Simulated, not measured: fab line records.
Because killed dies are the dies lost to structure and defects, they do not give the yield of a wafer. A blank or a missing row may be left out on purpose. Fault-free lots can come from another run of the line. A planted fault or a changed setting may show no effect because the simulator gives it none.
fab line records | flow sky130
record: lots: 13 wafers: 39 lastDay: 50
route steps=708 shown FIELD_ISO@11 NWELL@63 PAD_OPEN@708
lots that met no fault: from a run of the same line without faults
startH: hours from the record's opening day to when the first of the lot's shown wafers began | waitH: how many hours have passed since the lot's step before this one | " repeats the value in the row above | L1.1+2: a single row standing in for several wafers | - no value, or no start was given | * or withheld: withheld | < > ~ a bound
route shown NAME@n: names a module that has steps shown in the file, with the first one's number in the route | usual: mean/standard deviation of fault-free wafers | same: alike in all rows | chamber/n: place in a boat | sites: the reading at each site | _std_site: the values' standard deviation | _edge_site: inner sites' mean taken away from outer sites' mean | radiusMm: how far each site lies from the wafer's centre | mask NAME#n: copy n | behind: the last tool/chamber to shape the wafer | hold: cause of the lot's hold/its duration in hours/its outcome | device: names the non-switching transistor (n, p or np) | end of line: the same wafers' tests at the end of the route | a step with no rows: only its recipe | killed: the dies lost at the first sort to structure and to defects; this is not the yield of the wafer | map: a wafer's dies, marking killed ones x, the rest . and places with no die _
set.NAME: the run value of the setting; set.NAME@STEP: its run value at that earlier step | model.NAME: the simulator's own value behind a step, which no gauge read
one table for each step of the route and one row for each wafer, over a sample of lots
services: when a tool's chamber went out of use (startH, in hours from the record's first day, below 0 if earlier), for how many hours, and the reason
== steps ==
step: SKY_FIELD_ISO_EXPOSE_10
recipe: maskId: FOM na: 0.68 sourceShape: annular sigmaInner: 0.4 sigmaOuter: 0.8 targetCdNm: 150 doseMj: 28
columns lot.wafer tool chamber startH waitH mask
L817.1+2+6 krfScanner-01 0 22.46 - FOM#0
L819.1+4+6 krfScanner-02 0 30.37 - FOM#0
L820.3+5+6 krfScanner-01 0 36.28 - FOM#0
L821.1+3+4 krfScanner-02 0 44.44 - FOM#0
L822.1+2+4 krfScanner-01 0 47.73 - FOM#0
L823.2+3+4 krfScanner-02 0 51.56 - FOM#0
L825.2+5+6 krfScanner-01 0 64.05 - FOM#0
L826.1+4+5 krfScanner-02 0 66.84 - FOM#0
L828.2+5+6 krfScanner-02 0 77.01 - FOM#0
L832.1+3+6 krfScanner-01 0 99.26 - FOM#0
L836.1+4+6 krfScanner-01 0 118.06 - FOM#0
L837.1+2+4 krfScanner-02 0 121.64 - FOM#0
L839.2+3+4 krfScanner-02 0 136.31 - FOM#0
step: SKY_FIELD_ISO_CD_MEAS_13
recipe: targetCdNm: 150
usual: cdNm: 149.4/1.8
columns lot.wafer tool chamber startH waitH hold cdNm
L817.1 cdSem-02 - 29.57 - - 150.7
L817.2 " - " " - 150.6
L817.6 " - " " - 151.3
L819.1 cdSem-02 - 37.96 - - 149.1
L819.4 " - " " - 149.8
L819.6 " - " " - 147.4
L820.3 cdSem-02 - 43.75 - - 150.8
L820.5 " - " " - 150.7
L820.6 " - " " - 149.0
L821.1 cdSem-02 - 51.31 - - 148.8
L821.3 " - " " - 148.7
L821.4 " - " " - 149.3
L822.1 cdSem-02 - 55.61 - - 151.3
L822.2 " - " " - 150.2
L822.4 " - " " - 151.1
L823.2 cdSem-01 - 59.43 - - 147.9
L823.3 " - " " - 148.4
L823.4 " - " " - 148.9
L825.2 cdSem-01 - 72.49 - - 146.0
L825.5 " - " " - 147.3
L825.6 " - " " - 146.3
L826.1 cdSem-01 - 75.02 - - 151.2
L826.4 " - " " - 150.4
L826.5 " - " " - 152.5
L828.2 cdSem-01 - 84.63 - - 150.5
L828.5 " - " " - 151.0
L828.6 " - " " - 150.8
L832.1 cdSem-01 - 113.29 - - 151.1
L832.3 " - " " - 151.6
L832.6 " - " " - 151.8
L836.1 cdSem-01 - 126.81 - awaitDispo/0.2h/release 87.5
L836.4 " - " " awaitDispo/0.2h/release 149.2
L836.6 " - " " awaitDispo/0.2h/release 150.0
L836.1 cdSem-01 - 127.09 0.3 - 87.4
L836.4 " - " " - 149.2
L836.6 " - " " - 149.4
L837.1 cdSem-02 - 130.76 - - 147.8
L837.2 " - " " - 147.6
L837.4 " - " " - 149.0
L839.2 cdSem-01 - 145.63 - - 148.4
L839.3 " - " " - 147.4
L839.4 " - " " - 148.0
step: SKY_FIELD_ISO_ETCH_17
recipe: targetDepthA: 3420 maskMaterial: Si3N4 chemistry: HBr/Cl2/O2 target: Si taperDeg: 5 icpW: 600 biasW: 150 pressureMtorr: 15 HBr_flow_sccm: 150 Cl2_flow_sccm: 40 O2_flow_sccm: 6 timeS: 97.7
usual: O2_flow_sccm: 6.002/0.019 biasW: 150.0/0.47 drypumpMotorCurrentA: 5.6/0.49 mfcCl2Sccm: 39.99/0.12 oesProductAu: 0.999/0.0075 throttleValvePct: 25.657/0.011
columns lot.wafer tool chamber startH waitH O2_flow_sccm biasW drypumpMotorCurrentA mfcCl2Sccm oesProductAu rfHoursCounterH throttleValvePct
L817.1 rieSi-02 3 29.89 0.1 6.023 150.1 6.5 39.77 0.992 1 25.653
L817.2 " 1 " " 6.031 150.0 5.7 39.90 1.006 37 25.651
L817.6 " 0 " " 6.001 150.1 6.3 39.87 0.993 - 25.664
L819.1 rieSi-01 3 38.28 0.1 6.005 150.3 5.4 40.02 1.005 62 25.643
L819.4 " 2 " " 5.995 148.9 5.5 40.04 0.996 - 25.664
L819.6 " 3 " " 5.991 150.5 5.4 39.96 1.006 - 25.664
L820.3 rieSi-02 1 44.03 0.0 5.998 150.4 5.7 39.96 1.004 37 25.651
L820.5 " 2 " " 6.029 149.7 5.3 39.96 0.987 - 25.672
L820.6 " 3 " " 5.995 150.0 6.5 39.89 0.985 - 25.678
L821.1 rieSi-02 2 51.62 0.1 5.996 150.3 5.3 39.98 0.985 0 25.666
L821.3 " 1 " " 5.985 150.0 5.7 40.05 1.009 37 25.645
L821.4 " 3 " " 6.053 149.8 6.5 40.08 0.997 1 25.677
L822.1 rieSi-01 1 55.92 0.1 5.984 149.4 5.2 40.13 0.993 112 25.658
L822.2 " 0 " " 6.008 150.4 4.9 39.89 0.997 143 25.663
L822.4 " 2 " " 6.005 150.0 5.5 40.23 0.997 148 25.656
L823.2 rieSi-01 3 59.73 0.1 5.982 150.0 5.4 40.32 1.012 63 25.651
L823.3 " 0 " " 5.981 149.9 4.9 39.98 0.990 144 25.688
L823.4 " 2 " " 5.983 149.6 5.5 39.60 1.000 148 25.667
L825.2 rieSi-02 2 72.79 0.1 5.990 150.0 5.3 39.73 0.997 0 25.651
L825.5 " 0 " " 5.987 149.9 6.2 39.87 0.995 - 25.641
L825.6 " 3 " " 6.002 150.4 6.5 40.06 0.994 - 25.647
L826.1 rieSi-02 1 75.34 0.1 6.009 150.8 5.7 39.96 0.993 37 25.651
L826.4 " 3 " " 6.001 149.4 6.5 39.92 1.003 2 25.677
L826.5 " 1 " " 5.979 150.4 5.7 40.09 1.000 - 25.669
L828.2 rieSi-01 0 84.92 0.1 5.963 149.7 4.9 39.94 0.998 144 25.654
L828.5 " 0 " " 5.967 149.4 4.9 40.04 0.991 - 25.666
L828.6 " 3 " " 5.977 150.3 5.4 40.25 1.013 - 25.640
L832.1 rieSi-01 2 113.61 0.1 5.992 150.3 5.5 40.10 1.012 0 25.667
L832.3 " 3 " " 5.979 150.3 5.4 39.92 1.004 63 25.645
L832.6 " 3 " " 5.995 150.4 5.4 40.08 1.004 - 25.641
L836.1 rieSi-01 1 129.43 0.1 6.032 150.0 5.2 39.86 0.994 113 25.672
L836.4 " 1 " " 6.031 149.2 5.2 40.02 0.991 - 25.677
L836.6 " 3 " " 5.997 150.5 5.4 39.97 1.002 - 25.671
L837.1 rieSi-02 0 131.07 0.1 5.977 150.7 6.2 40.10 0.992 1 25.659
L837.2 " 3 " " 6.006 149.9 6.5 39.82 1.002 2 25.670
L837.4 " 2 " " 5.998 149.6 5.3 39.84 0.991 1 25.661
L839.2 rieSi-02 1 145.93 0.1 6.000 148.6 5.6 39.99 1.001 38 25.634
L839.3 " 0 " " 6.010 150.3 6.3 40.14 0.999 1 25.660
L839.4 " 3 " " 6.016 149.8 6.5 39.98 0.996 2 25.643
step: SKY_NWELL_OVL_MEAS_10
usual: NWELL_00_OVL: -0.8/1.3
columns lot.wafer tool chamber startH waitH NWELL_00_OVL[nm]
L817.1 overlay-01 - 87.04 - 0.3
L817.2 " - " " -2.2
L817.6 " - " " 0.0
L819.1 overlay-02 - 98.56 - 0.1
L819.4 " - " " 1.6
L819.6 " - " " 0.8
L820.3 overlay-01 - 105.58 - -1.1
L820.5 " - " " -1.0
L820.6 " - " " 0.9
L821.1 overlay-02 - 110.99 - -1.0
L821.3 " - " " -1.8
L821.4 " - " " -2.9
L822.1 overlay-02 - 116.71 - -0.1
L822.2 " - " " 0.7
L822.4 " - " " -0.2
L823.2 overlay-02 - 117.40 - -1.3
L823.3 " - " " -0.8
L823.4 " - " " 0.7
L825.2 overlay-01 - 132.31 - -0.6
L825.5 " - " " 0.9
L825.6 " - " " 1.4
L826.1 overlay-02 - 137.11 - 0.3
L826.4 " - " " -1.3
L826.5 " - " " 0.3
L828.2 overlay-02 - 146.81 - -1.5
L828.5 " - " " -0.4
L828.6 " - " " -1.3
L832.1 overlay-01 - 186.09 - 0.1
L832.3 " - " " -1.6
L832.6 " - " " 1.7
L836.4 overlay-01 - 196.21 - -1.6
L836.6 " - " " -0.9
L837.1 overlay-01 - 200.16 - -1.5
L837.2 " - " " -2.0
L837.4 " - " " -1.0
L839.2 overlay-01 - 213.39 - -1.0
L839.3 " - " " -1.6
L839.4 " - " " 1.2
step: SKY_PAD_OPEN_PROBE_99
usual: killed_at_M0_to_M3: 45/7.3 killed_at_M4_up: 3.2/1.8 killedAtContacts: 25/5.5 killedAtFrontEnd: 15/4.2 killedAtOther: 0.3/0.69 killedDies: 89/9.4 killedOnRim: 17/3.8 killedOpen: 49/6.6 killedShort: 40/6.4
same: grossDies: 492 killedAtBackSide: 0
columns lot.wafer tool chamber startH waitH hold killed_at_M0_to_M3 killed_at_M4_up killedAtContacts killedAtFrontEnd killedAtOther killedDies killedOnRim killedOpen killedShort
L817.1 prober-01 - 1076.02 0.1 - 51 3 22 18 0 94 17 59 35
L817.2 prober-01 - 1076.07 0.1 - 31 4 24 14 0 73 15 41 32
L817.6 prober-01 - 1076.27 0.2 - 43 4 21 12 0 80 12 48 32
L819.1 prober-02 - 1092.02 0.1 - 52 1 25 14 0 92 14 51 41
L819.4 prober-02 - 1092.17 0.2 - 48 2 28 15 0 93 20 54 39
L819.6 prober-02 - 1092.27 0.2 - 54 5 30 16 0 105 17 55 50
L820.3 prober-01 - 1094.81 0.2 - 47 7 24 15 0 93 20 52 41
L820.5 prober-01 - 1094.91 0.2 - 45 6 34 13 0 98 23 54 44
L820.6 prober-01 - 1094.96 0.2 - 41 2 41 17 0 101 19 55 46
L821.1 prober-02 - 1100.66 0.1 - 52 1 20 12 0 85 21 46 38
L821.3 prober-02 - 1100.76 0.2 - 36 5 29 14 0 84 13 42 42
L821.4 prober-02 - 1100.81 0.2 - 31 3 30 16 0 80 16 39 41
L823.2 prober-01 - 1108.33 0.1 - 47 1 23 13 0 84 18 53 31
L823.3 prober-01 - 1108.38 0.2 - 48 5 29 12 0 94 14 50 44
L823.4 prober-01 - 1108.43 0.2 - 46 5 31 17 0 99 21 48 51
L822.1 prober-02 - 1108.92 0.1 - 44 6 22 9 0 81 14 44 37
L822.2 prober-02 - 1108.97 0.1 - 40 1 20 19 2 82 23 44 37
L822.4 prober-02 - 1109.07 0.2 - 48 0 16 11 1 76 13 32 43
L825.2 prober-02 - 1128.22 0.1 - 43 1 28 23 1 96 17 59 36
L825.5 prober-02 - 1128.37 0.2 - 39 6 26 13 2 86 17 47 38
L825.6 prober-02 - 1128.42 0.2 - 70 0 28 20 0 118 27 64 54
L826.1 prober-01 - 1130.56 0.1 - 51 6 20 13 0 90 17 47 43
L826.4 prober-01 - 1130.71 0.2 - 44 2 18 15 0 79 10 49 30
L826.5 prober-01 - 1130.76 0.2 - 46 5 19 18 0 88 14 50 38
L828.2 prober-01 - 1144.01 0.1 - 39 3 27 11 2 82 21 47 33
L828.5 prober-01 - 1144.16 0.2 - 32 3 28 22 3 88 13 49 37
L828.6 prober-01 - 1144.21 0.2 - 50 5 28 25 0 108 20 60 48
L832.1 prober-01 - 1167.76 0.1 - 45 4 19 15 0 83 15 43 40
L832.3 prober-01 - 1167.86 0.2 - 40 3 22 13 1 79 14 40 38
L832.6 prober-01 - 1168.01 0.2 - 33 3 20 15 0 71 12 39 32
L836.1 prober-01 - 1181.81 0.1 awaitDispo/2.7h/release 55 2 22 413 0 492 96 48 41
L836.4 prober-01 - 1181.96 0.2 awaitDispo/2.7h/release 37 4 25 18 0 84 17 50 34
L836.6 prober-01 - 1182.06 0.2 awaitDispo/2.7h/release 39 4 28 17 0 88 15 46 40
L837.1 prober-02 - 1184.69 0.1 - 38 2 22 20 0 82 22 45 37
L837.2 prober-02 - 1184.74 0.1 - 48 1 32 12 0 93 17 52 41
L837.4 prober-02 - 1184.84 0.2 - 55 1 28 8 0 92 20 55 37
L839.2 prober-02 - 1196.87 0.1 - 46 5 23 14 0 88 20 47 41
L839.3 prober-02 - 1196.92 0.2 - 45 3 19 16 0 83 14 46 37
L839.4 prober-02 - 1196.97 0.2 - 52 4 29 9 0 94 15 51 43
killed by level:class
L817.1 VIA1:geometricParticle:open=11 CONTACT:geometricParticle:open=11 POLY_GATE:geometricParticle:short=9 LI_CONTACT:geometricParticle:open=9 VIA3:geometricParticle:open=8 METAL2:geometricParticle:short=7 VIA2:geometricParticle:open=7 VIA1:geometricParticle:short=5
L817.2 CONTACT:geometricParticle:open=9 VIA2:geometricParticle:open=9 FIELD_ISO:geometricParticle:short=6 LI_CONTACT:geometricParticle:open=6 CONTACT:geometricParticle:short=4 METAL1:geometricParticle:short=4 VIA1:geometricParticle:open=4 FIELD_ISO:geometricParticle:open=3
L817.6 VIA1:geometricParticle:open=10 CONTACT:geometricParticle:open=9 VIA2:geometricParticle:open=9 LI_CONTACT:geometricParticle:open=5 VIA1:geometricParticle:short=5 METAL1:geometricParticle:short=4 VIA2:geometricParticle:short=4 FIELD_ISO:geometricParticle:open=3
L819.1 VIA1:geometricParticle:open=13 VIA3:geometricParticle:open=12 LI_CONTACT:geometricParticle:open=9 METAL2:geometricParticle:short=6 FIELD_ISO:geometricParticle:short=5 LOCAL_INTERCONNECT:geometricParticle:short=5 METAL1:geometricParticle:short=5 VIA1:geometricParticle:short=5
L819.4 CONTACT:geometricParticle:open=13 VIA1:geometricParticle:open=9 VIA1:geometricParticle:short=7 VIA2:geometricParticle:open=7 LI_CONTACT:geometricParticle:open=6 METAL1:geometricParticle:short=6 VIA3:geometricParticle:open=5 FIELD_ISO:geometricParticle:open=4
L819.6 LI_CONTACT:geometricParticle:open=11 VIA1:geometricParticle:open=11 VIA1:geometricParticle:short=9 CONTACT:geometricParticle:open=9 VIA3:geometricParticle:open=9 FIELD_ISO:geometricParticle:short=5 METAL1:geometricParticle:short=5 LI_CONTACT:geometricParticle:short=4
L820.3 VIA1:geometricParticle:open=16 FIELD_ISO:geometricParticle:open=7 LI_CONTACT:geometricParticle:open=7 VIA1:geometricParticle:short=7 CONTACT:geometricParticle:open=6 METAL2:geometricParticle:short=5 METAL4:geometricParticle:short=5 LI_CONTACT:geometricParticle:short=4
L820.5 VIA1:geometricParticle:open=14 LI_CONTACT:geometricParticle:open=13 CONTACT:geometricParticle:open=10 METAL2:geometricParticle:short=7 FIELD_ISO:geometricParticle:open=6 VIA1:geometricParticle:short=6 CONTACT:geometricParticle:short=6 FIELD_ISO:geometricParticle:short=4
L820.6 LI_CONTACT:geometricParticle:open=21 VIA2:geometricParticle:open=8 VIA3:geometricParticle:open=7 FIELD_ISO:geometricParticle:short=7 METAL2:geometricParticle:short=7 CONTACT:geometricParticle:short=7 CONTACT:geometricParticle:open=6 LI_CONTACT:geometricParticle:short=5
L821.1 VIA2:geometricParticle:open=12 VIA1:geometricParticle:open=11 METAL2:geometricParticle:short=7 VIA1:geometricParticle:short=6 LI_CONTACT:geometricParticle:open=5 CONTACT:geometricParticle:short=5 CONTACT:geometricParticle:open=5 POLY_GATE:geometricParticle:short=4
L821.3 CONTACT:geometricParticle:open=11 LOCAL_INTERCONNECT:geometricParticle:short=7 VIA2:geometricParticle:open=7 VIA1:geometricParticle:open=6 CONTACT:geometricParticle:short=5 VIA2:geometricParticle:short=5 METAL2:geometricParticle:short=4 LI_CONTACT:geometricParticle:open=4
L821.4 CONTACT:geometricParticle:open=8 VIA1:geometricParticle:open=7 LI_CONTACT:geometricParticle:open=6 CONTACT:geometricParticle:short=6 LOCAL_INTERCONNECT:geometricParticle:short=5 VIA3:geometricParticle:open=5 FIELD_ISO:geometricParticle:short=4 POLY_GATE:geometricParticle:short=4
L823.2 LI_CONTACT:geometricParticle:open=10 VIA2:geometricParticle:open=9 VIA1:geometricParticle:open=8 CONTACT:geometricParticle:open=8 METAL1:geometricParticle:short=7 METAL2:geometricParticle:short=6 VIA3:geometricParticle:open=6 POLY_GATE:geometricParticle:open=5
L823.3 LI_CONTACT:geometricParticle:open=10 VIA1:geometricParticle:open=10 METAL1:geometricParticle:short=9 CONTACT:geometricParticle:open=8 METAL2:geometricParticle:short=6 VIA3:geometricParticle:open=6 LOCAL_INTERCONNECT:geometricParticle:short=5 METAL4:geometricParticle:short=5
L823.4 VIA1:geometricParticle:open=9 POLY_GATE:geometricParticle:short=8 METAL2:geometricParticle:short=7 CONTACT:geometricParticle:open=7 CONTACT:geometricParticle:short=7 VIA3:geometricParticle:open=7 VIA2:geometricParticle:open=6 LOCAL_INTERCONNECT:geometricParticle:short=6
L822.1 CONTACT:geometricParticle:open=12 VIA1:geometricParticle:open=11 METAL2:geometricParticle:short=8 VIA3:geometricParticle:open=8 METAL4:geometricParticle:short=5 VIA1:geometricParticle:short=4 VIA3:geometricParticle:short=4 FIELD_ISO:geometricParticle:short=3
L822.2 CONTACT:geometricParticle:open=8 VIA2:geometricParticle:open=8 VIA1:geometricParticle:open=8 METAL2:geometricParticle:short=7 VIA3:geometricParticle:open=6 FIELD_ISO:geometricParticle:short=5 LI_CONTACT:geometricParticle:open=5 FIELD_ISO:geometricParticle:open=4
L822.4 VIA1:geometricParticle:open=10 METAL1:geometricParticle:short=9 METAL2:geometricParticle:short=8 VIA1:geometricParticle:short=6 VIA3:geometricParticle:open=6 CONTACT:geometricParticle:short=4 CONTACT:geometricParticle:open=4 LI_CONTACT:geometricParticle:open=3
L825.2 CONTACT:geometricParticle:open=11 VIA1:geometricParticle:open=10 LI_CONTACT:geometricParticle:open=9 VIA2:geometricParticle:open=8 FIELD_ISO:geometricParticle:short=6 POLY_GATE:geometricParticle:open=6 POLY_GATE:geometricParticle:short=5 METAL1:geometricParticle:short=5
L825.5 VIA1:geometricParticle:open=13 LI_CONTACT:geometricParticle:open=12 CONTACT:geometricParticle:short=6 VIA3:geometricParticle:short=5 VIA1:geometricParticle:short=5 VIA2:geometricParticle:open=5 LI_CONTACT:geometricParticle:short=4 METAL4:geometricParticle:short=4
L825.6 CONTACT:geometricParticle:open=13 METAL2:geometricParticle:short=11 VIA1:geometricParticle:open=11 LI_CONTACT:geometricParticle:open=10 VIA3:geometricParticle:open=10 VIA1:geometricParticle:short=9 METAL1:geometricParticle:short=8 VIA2:geometricParticle:open=7
L826.1 VIA1:geometricParticle:open=10 VIA1:geometricParticle:short=9 VIA3:geometricParticle:open=8 CONTACT:geometricParticle:open=8 METAL2:geometricParticle:short=7 LI_CONTACT:geometricParticle:open=6 METAL4:geometricParticle:short=6 FIELD_ISO:geometricParticle:open=5
L826.4 VIA2:geometricParticle:open=14 VIA1:geometricParticle:open=8 CONTACT:geometricParticle:open=7 VIA2:geometricParticle:short=6 VIA3:geometricParticle:open=6 LI_CONTACT:geometricParticle:open=5 FIELD_ISO:geometricParticle:open=3 FIELD_ISO:geometricParticle:short=3
L826.5 VIA1:geometricParticle:open=10 CONTACT:geometricParticle:open=10 VIA2:geometricParticle:open=10 FIELD_ISO:geometricParticle:short=7 VIA3:geometricParticle:open=6 METAL2:geometricParticle:short=5 METAL1:geometricParticle:short=5 METAL4:geometricParticle:short=5
L828.2 CONTACT:geometricParticle:open=12 VIA1:geometricParticle:open=9 VIA3:geometricParticle:open=7 METAL2:geometricParticle:short=7 CONTACT:geometricParticle:short=5 LI_CONTACT:geometricParticle:open=5 VIA2:geometricParticle:open=5 FIELD_ISO:geometricParticle:short=4
L828.5 LI_CONTACT:geometricParticle:open=9 CONTACT:geometricParticle:open=9 VIA1:geometricParticle:open=9 FIELD_ISO:geometricParticle:short=6 FIELD_ISO:geometricParticle:open=5 METAL1:geometricParticle:short=5 VIA3:geometricParticle:open=4 POLY_GATE:geometricParticle:short=3
L828.6 VIA1:geometricParticle:open=15 CONTACT:geometricParticle:open=13 VIA2:geometricParticle:open=11 CONTACT:geometricParticle:short=8 METAL2:geometricParticle:short=7 VIA1:geometricParticle:short=6 FIELD_ISO:geometricParticle:short=5 POLY_GATE:geometricParticle:short=4
L832.1 VIA1:geometricParticle:open=9 METAL2:geometricParticle:short=8 LI_CONTACT:geometricParticle:open=7 VIA3:geometricParticle:open=7 CONTACT:geometricParticle:open=6 METAL1:geometricParticle:short=6 VIA2:geometricParticle:open=6 VIA1:geometricParticle:short=5
L832.3 LI_CONTACT:geometricParticle:open=9 METAL2:geometricParticle:short=8 VIA1:geometricParticle:open=7 VIA2:geometricParticle:open=7 CONTACT:geometricParticle:open=5 FIELD_ISO:geometricParticle:open=4 FIELD_ISO:geometricParticle:short=4 VIA3:geometricParticle:short=4
L832.6 CONTACT:geometricParticle:open=8 VIA1:geometricParticle:open=6 METAL2:geometricParticle:short=6 VIA3:geometricParticle:open=6 METAL3:geometricParticle:short=5 FIELD_ISO:geometricParticle:open=4 POLY_GATE:geometricParticle:open=4 LI_CONTACT:geometricParticle:short=4
L836.1 FIELD_ISO:areaExpose=403 CONTACT:geometricParticle:open=10 VIA1:geometricParticle:open=10 VIA1:geometricParticle:short=9 METAL2:geometricParticle:short=8 VIA3:geometricParticle:open=7 VIA2:geometricParticle:open=6 LI_CONTACT:geometricParticle:open=5
L836.4 VIA2:geometricParticle:open=9 CONTACT:geometricParticle:open=8 FIELD_ISO:geometricParticle:open=6 VIA3:geometricParticle:open=6 POLY_GATE:geometricParticle:open=6 VIA1:geometricParticle:short=6 CONTACT:geometricParticle:short=5 METAL2:geometricParticle:short=5
L836.6 CONTACT:geometricParticle:open=10 VIA1:geometricParticle:open=8 LI_CONTACT:geometricParticle:open=7 VIA3:geometricParticle:open=6 VIA2:geometricParticle:open=6 VIA3:geometricParticle:short=5 CONTACT:geometricParticle:short=5 LOCAL_INTERCONNECT:geometricParticle:short=4
L837.1 CONTACT:geometricParticle:open=8 LI_CONTACT:geometricParticle:open=7 VIA3:geometricParticle:open=7 FIELD_ISO:geometricParticle:short=6 VIA1:geometricParticle:open=6 METAL2:geometricParticle:short=5 VIA1:geometricParticle:short=5 VIA2:geometricParticle:open=5
L837.2 VIA1:geometricParticle:open=13 CONTACT:geometricParticle:open=13 LI_CONTACT:geometricParticle:open=8 METAL2:geometricParticle:short=7 VIA3:geometricParticle:short=6 CONTACT:geometricParticle:short=5 METAL1:geometricParticle:short=5 LOCAL_INTERCONNECT:geometricParticle:short=4
L837.4 VIA1:geometricParticle:open=11 CONTACT:geometricParticle:open=10 VIA3:geometricParticle:open=9 CONTACT:geometricParticle:short=9 METAL2:geometricParticle:short=8 LI_CONTACT:geometricParticle:open=6 VIA3:geometricParticle:short=5 METAL1:geometricParticle:open=5
L839.2 VIA3:geometricParticle:open=9 LI_CONTACT:geometricParticle:open=8 CONTACT:geometricParticle:open=8 FIELD_ISO:geometricParticle:short=6 VIA2:geometricParticle:open=6 CONTACT:geometricParticle:short=5 VIA3:geometricParticle:short=5 METAL4:geometricParticle:short=4
L839.3 VIA2:geometricParticle:open=13 METAL2:geometricParticle:short=7 METAL1:geometricParticle:short=6 FIELD_ISO:geometricParticle:open=5 CONTACT:geometricParticle:open=5 VIA1:geometricParticle:open=5 FIELD_ISO:geometricParticle:short=4 LI_CONTACT:geometricParticle:short=4
L839.4 CONTACT:geometricParticle:open=13 VIA1:geometricParticle:open=12 VIA2:geometricParticle:open=9 METAL2:geometricParticle:short=7 VIA3:geometricParticle:open=7 CONTACT:geometricParticle:short=5 METAL1:geometricParticle:short=5 LI_CONTACT:geometricParticle:short=4
== services ==
columns tool chamber startH hours kind
krfScanner-02 - 9.50 1.3 pm
rieSi-02 2 10.42 - clean
rieSi-02 2 10.42 26.2 scheduledDown
rieSi-02 2 10.42 26.2 ventCycle
krfScanner-02 0 18.65 - calibration
rieSi-01 2 27.88 7.5 repair
rieSi-01 - 32.12 1.0 repair
rieSi-01 0 40.39 13.8 repair
krfScanner-02 - 41.48 0.8 pm
krfScanner-01 - 56.04 3.6 pm
krfScanner-01 - 59.60 1.3 pm
krfScanner-02 - 62.22 4.4 pm
krfScanner-01 - 69.27 0.8 pm
rieSi-02 - 69.96 2.8 pm
krfScanner-01 - 70.67 0.3 repair
krfScanner-01 - 84.04 1.0 pm
rieSi-01 2 92.20 - clean
rieSi-01 2 92.20 18.0 scheduledDown
rieSi-01 2 92.20 18.0 ventCycle
krfScanner-01 0 106.91 - calibration
rieSi-01 0 110.17 - clean
krfScanner-02 - 114.40 1.5 repair
krfScanner-01 - 123.87 0.6 repair
rieSi-02 3 135.92 1.2 repair
== key ==
firstSign: step: SKY_FIELD_ISO_CD_MEAS_13 reading: visit direction: added
effect: step: SKY_FIELD_ISO_CD_MEAS_13 reading: cdNm direction: down sigmas: 34 usual: 149.4 struck: 87.5
effect: step: SKY_PAD_OPEN_PROBE_99 reading: killedAtFrontEnd direction: up sigmas: 95 usual: 15 struck: 413
moreKillsBornAt: SKY_FIELD_ISO_EXPOSE_10@krfScanner-01: 403
metAt SKY_FIELD_ISO_EXPOSE_10
struckLots L836
struckWafers L836.1
laterRowsLeftOut L836.1
testerLeftOut L836
notActingAt SKY_FIELD_ISO_ETCH_17,SKY_NWELL_OVL_MEAS_10
onsetBetween 99.26 118.06
fault: kind: processParameterDrift tool: krfScanner-01 chamber: - onsetH: 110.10 steps: SKY_FIELD_ISO_EXPOSE_10 channel: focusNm offset: 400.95 shape: step endH: 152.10 scope: struckWafersOnly
testerLeftOut: of these lots the tester's yield and bins aren't shown, on N5 and GAA mostly nor the transistor test; their killed dies are dies lost to structure and defects alone, not to doping, threshold or leakage, so they don't give the yield
laterRowsLeftOut: the simulator's readings of these wafers behind a module that went badly wrong aren't trusted and aren't shown, but for the sort
